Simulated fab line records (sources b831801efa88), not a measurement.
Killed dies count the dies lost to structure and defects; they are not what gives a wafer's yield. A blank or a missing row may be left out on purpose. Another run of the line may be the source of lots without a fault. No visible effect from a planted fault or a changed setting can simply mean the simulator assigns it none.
Commonality check across tools    flow sky130    Sample size 12 lots and 36 wafers

WHY THIS WAS OPENED
At SKY_SD_P_OVL_MEAS_08 the reading SD_P_OVL is flagged on 2 of 12 lots. Wafers without a fault read -1.7 nm, standard deviation 1.6.
Rule: a lot is flagged in two cases, either no wafer of it has a number, or all its wafers with numbers fall more than 4 standard deviations from that mean. All remaining lots are regarded as sound.

lot   measured      on          SD_P_OVL (nm), wafer by wafer  flag
L743  day 25 19:49  overlay-01  -1.8 -4.1 -1.6                 
L744  day 25 22:01  overlay-02  -2.6 1.8 -0.9                  
L745  day 26 11:51  overlay-02  -0.6 -2.4 0.5                  
L746  day 26 21:07  overlay-02  -1.0 0.5 -0.2                  
L750  day 28 09:19  overlay-01  -1.9 1.9 0.0                   
L752  day 29 03:55  overlay-01  100.4 99.1 99.1                FLAGGED
L754  day 29 11:13  overlay-02  103.8 101.4 101.5              FLAGGED
L756  day 30 06:28  overlay-01  -3.9 -3.4 -3.3                 
L758  day 30 18:52  overlay-01  -3.4 -2.6 -1.9                 
L761  day 31 19:34  overlay-02  -3.6 -1.3 -2.8                 
L762  day 32 04:03  overlay-02  0.9 -0.8 0.9                   
L765  day 33 00:17  overlay-02  -1.6 -1.0 -2.8                 
The numbers of the flagged lots are 100.9 nm on average: +102.6 nm against the usual, or +64 standard deviations.

LOT BY LOT: THE TOOL USED
Before the reading, the record contains 3 process steps out of a 708-step route. Read each cell as the tool, then ch plus the chambers that the sampled wafers visited, then the start.
lot   flag     SKY_POLY_GATE_ETCH_15              SKY_POLY_GATE_ETCH_17            SKY_SD_P_EXPOSE_04
L743           rieDiel-02 ch 0,1,3, day 16 16:21  rieSi-01 ch 0,1,3, day 16 16:32  ilineStepper-02 ch 0, day 25 04:58
L744           rieDiel-02 ch 0,3, day 16 20:36    rieSi-01 ch 1,2,3, day 16 20:47  ilineStepper-02 ch 0, day 25 08:33
L745           rieDiel-01 ch 0,1,3, day 17 05:05  rieSi-02 ch 1,3, day 17 05:16    ilineStepper-02 ch 0, day 25 21:03
L746           rieDiel-02 ch 1,2,3, day 17 17:02  rieSi-02 ch 1,2,3, day 17 17:13  ilineStepper-01 ch 0, day 26 06:48
L750           rieDiel-03 ch 0,2,3, day 19 10:54  rieSi-01 ch 0,1,3, day 19 11:05  ilineStepper-02 ch 0, day 27 19:26
L752  FLAGGED  rieDiel-03 ch 1,2,3, day 20 06:18  rieSi-01 ch 0,1,3, day 20 06:29  ilineStepper-01 ch 0, day 28 13:37
L754  FLAGGED  rieDiel-01 ch 0,1,3, day 20 16:14  rieSi-02 ch 0,1,2, day 20 16:25  ilineStepper-01 ch 0, day 28 22:05
L756           rieDiel-03 ch 0,2,3, day 21 10:32  rieSi-02 ch 0,2,3, day 21 10:43  ilineStepper-02 ch 0, day 29 16:23
L758           rieDiel-01 ch 0,1,3, day 21 22:38  rieSi-02 ch 0,3, day 21 22:49    ilineStepper-02 ch 0, day 30 05:31
L761           rieDiel-01 ch 1,2, day 23 02:48    rieSi-01 ch 1,2, day 23 02:59    ilineStepper-02 ch 0, day 31 05:29
L762           rieDiel-03 ch 1,2, day 23 12:45    rieSi-02 ch 2,3, day 23 13:01    ilineStepper-02 ch 0, day 31 14:39
L765           rieDiel-03 ch 1,2, day 24 12:15    rieSi-01 ch 0,1,3, day 24 12:26  ilineStepper-02 ch 0, day 32 10:44
What these steps do:
- SKY_POLY_GATE_ETCH_15: etches BARC in N2/H2, stops on SiO2, time 118.5 s, target depth 110 nm.
- SKY_POLY_GATE_ETCH_17: etches poly-Si in HBr/Cl2, stops on SiO2, target depth 180 nm, time 70.5 s.
- SKY_SD_P_EXPOSE_04: exposes mask PSDM, target cd 380 nm.
- SKY_SD_P_OVL_MEAS_08

FLAGGED OVER TOTAL, TOOL BY TOOL (the gauges that took the reading come last)
step                   tool             lots run  flagged  share of the flagged lots  sound lots run after its first flagged lot
SKY_POLY_GATE_ETCH_15  rieDiel-01       4         1        some                       2 (L758,L761)
SKY_POLY_GATE_ETCH_15  rieDiel-02       3         0        none                       -
SKY_POLY_GATE_ETCH_15  rieDiel-03       5         1        some                       3 (L756,L762,L765)
SKY_POLY_GATE_ETCH_17  rieSi-01         6         1        some                       2 (L761,L765)
SKY_POLY_GATE_ETCH_17  rieSi-02         6         1        some                       3 (L756,L758,L762)
SKY_SD_P_EXPOSE_04     ilineStepper-01  3         2        all                        0
SKY_SD_P_EXPOSE_04     ilineStepper-02  9         0        none                       -
SKY_SD_P_OVL_MEAS_08   overlay-01       5         1        some                       2 (L756,L758)
SKY_SD_P_OVL_MEAS_08   overlay-02       7         1        some                       3 (L761,L762,L765)

WHAT IS ALLOWED BY THE TABLE
In the table, 1 row covers all flagged lots: ilineStepper-01 at SKY_SD_P_EXPOSE_04.
- ilineStepper-01 at SKY_SD_P_EXPOSE_04: 2 of its 3 lots flagged. Its last sound lot is L746 (day 26 06:48), its first flagged lot L752 (day 28 13:37): a fault that began between those two fits.
Left over: one tool, ilineStepper-01 at SKY_SD_P_EXPOSE_04.

WHAT WAS PUT IN BY THE SIMULATOR
Scanner matching overlay: ilineStepper-01, from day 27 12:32 on, at SKY_SD_P_EXPOSE_04. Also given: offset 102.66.
Shown lots that were struck: L752, L754. Same finding as the rule above.
